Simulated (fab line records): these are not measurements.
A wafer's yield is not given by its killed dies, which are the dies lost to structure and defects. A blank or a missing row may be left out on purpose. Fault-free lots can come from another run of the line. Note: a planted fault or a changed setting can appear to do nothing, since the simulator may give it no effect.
A struck lot beside a sound one	flow gf180mcu	14 out of 602 route steps
Sound: these wafers, L402.1, L402.2, L402.4. Wafers L409.2, L409.4, L409.5 were the ones struck. At the end, the cause is stated.
Each step with rows lists, per side, the tool, then ch with its chambers, then its first start. Under that, the readings that differ: sound wafers	struck wafers	difference of the means	sigmas: that difference in standard deviations of wafers without a fault.
alike: readings whose means differ by less than 2 such deviations, and words and numbers that are the same on both sides. not compared: withheld readings, readings that some wafer has no value for, bounds like >300 that may hide the same value, and numbers for which the record gives no deviation and whose values overlap.
The two part at a step that has a row with sigmas, a row that says differs or no value, or rows on one side only. Numbers that don't overlap but have no deviation are shown without sigmas and don't part them. A reading missing from all wafers of one side parts the sides only when that side holds two or more wafers.

first, 4 steps without rows for these wafers: GF_V5_DEHYDRATE_06 (time 60 s); GF_V5_HMDS_07 (prime time 60 s); GF_V5_COAT_08; GF_V5_COAT_09 (resist thk 1000 nm).
GF_V5_SOFTBAKE_10: time 62.88 s.
  sound on litho track-01 ch 0; struck on litho track-03 ch 0
  alike: chill plate temp C, plate sensor t centre C, plate sensor t edge C, softbake temp c
then, 3 steps without rows for these wafers: GF_V5_EXPOSE_11 (exposes mask Via5, target cd 260 nm); GF_V5_PEB_12 (peb time 90 s); GF_V5_DEVELOP_13 (develop time 60 s).
GF_V5_CD_MEAS_14 targets a cd of 260 nm.
  sound on cd sem-02 at day 27 15:49; struck on cd sem-01 at day 30 12:14
  alike: cd nm
GF_V5_OVL_MEAS_15:
  sound on overlay-02 at day 27 15:56; struck on overlay-02 at day 30 12:20
reading	sound	struck	difference	sigmas
V5_OVL (nm)	-10 -13 -16	-1 7 0	+15	+2
GF_V5_ETCH_16: etches BARC in N2/H2.
  sound on rie diel-02 ch 0,1,3, day 27 15:58; struck on rie diel-03 ch 0,1,3, day 30 12:22
  alike: drypump motor current A, n2 flow sccm, oes product au, throttle valve pct
GF_V5_ETCH_17: etches SiO2 in C4F8/O2/Ar, stops on TiN, target depth 855 nm.
  sound on rie diel-02 ch 0,1,3; struck on rie diel-03 ch 0,1,3
  alike: oes product au
GF_V5_STRIP_18: strips in O2/N2.
  sound on plasma asher-02 ch 0,1, day 27 16:08; struck on plasma asher-01 ch 0,1, day 30 12:32
  no value came back on the struck wafers for any of 5 readings (chamber pressure mTorr (mTorr), drypump motor current A (A) and others); on the sound wafers chamber pressure mTorr (mTorr) reads 1501.6 1497.0 1500.5
  not compared: rf hours counter h
then, 1 step without rows for these wafers: GF_V5_STRIP_19 (strips in post etch residue remover, time 1200 s).

== WHERE THEY PART ==
First at GF_V5_OVL_MEAS_15; last, within this record, at GF_V5_STRIP_18.

WHY: the cause the simulator had injected
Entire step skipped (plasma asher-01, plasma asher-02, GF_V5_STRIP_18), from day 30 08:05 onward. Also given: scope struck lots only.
